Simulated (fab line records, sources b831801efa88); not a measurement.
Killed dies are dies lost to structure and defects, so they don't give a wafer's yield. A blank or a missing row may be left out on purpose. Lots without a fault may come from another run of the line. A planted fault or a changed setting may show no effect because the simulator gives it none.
One fault seen from 2 desks | flow gf180mcu | each desk has only its own numbers; what lay behind them comes last

THE TOOL OWNER'S DESK: rie_metal-03
The tool's own readings at GF_M4_METAL_ETCH_16 (etches the open film in Cl2/BCl3, stops on SiO2, target depth 627.5 nm, time 104.6 s): means of the sampled wafers that have a number, for each lot that ran on this tool. A lot is out of limits, marked OUT, if its mean lies more than 4 standard deviations from the usual mean; the brackets give that distance.
Columns: A = drypump_motor_current_A at GF_M4_METAL_ETCH_16, usual 5.8 A; B = oes_product_au at GF_M4_METAL_ETCH_16, usual 0.971 a.u.; C = throttle_valve_pct at GF_M4_METAL_ETCH_16, usual 28.250 %
lot  | first seen here | A   | B     | C
L526 | day 23 20:43    | 6.0 | 0.965 | 28.256
L528 | day 24 09:40    | 5.9 | 0.971 | 28.256
L535 | day 26 21:10    | 5.7 | 0.964 | 28.244
L543 | day 29 06:34    | 5.9 | 0.966 | 28.259
This desk's finding: nothing out of limits on any of the 4 lots.

THE METROLOGY DESK
What the gauges read, lot by lot, whatever tool the lot ran on: means of the sampled wafers that have a number. A lot is out of limits, marked OUT, if its mean lies more than 4 standard deviations from the usual mean; the brackets give that distance.
Columns: A = V3_CVD_02_THK at GF_V3_THK_MEAS_03, usual 847 nm; B = M4_OVL at GF_M4_OVL_MEAS_15, usual -5 nm; C = V4_CVD_02_THK at GF_V4_THK_MEAS_03, usual 850 nm
lot  | first seen here | A   | B   | C
L525 | day 21 10:13    | 846 | -3  | 852
L526 | day 21 20:00    | 851 | -3  | 854
L527 | day 22 06:29    | 854 | 2   | 845
L528 | day 22 09:55    | 842 | -13 | 852
L531 | day 23 16:07    | 839 | -2  | 853
L532 | day 23 18:57    | 844 | -4  | 858
L533 | day 24 14:16    | 846 | 3   | 856
L534 | day 24 17:10    | 855 | 1   | 851
L535 | day 25 01:36    | 843 | -16 | 848
L543 | day 27 13:16    | 854 | -5  | 827
L545 | day 28 00:36    | 846 | -9  | 844
L548 | day 28 21:02    | 834 | -6  | 853
This desk's finding: nothing out of limits on any of the 12 lots.

PUT TOGETHER
The tool owner's desk saw nothing out of limits.
The metrology desk saw nothing out of limits.

WHAT THE SIMULATOR HAD PUT IN
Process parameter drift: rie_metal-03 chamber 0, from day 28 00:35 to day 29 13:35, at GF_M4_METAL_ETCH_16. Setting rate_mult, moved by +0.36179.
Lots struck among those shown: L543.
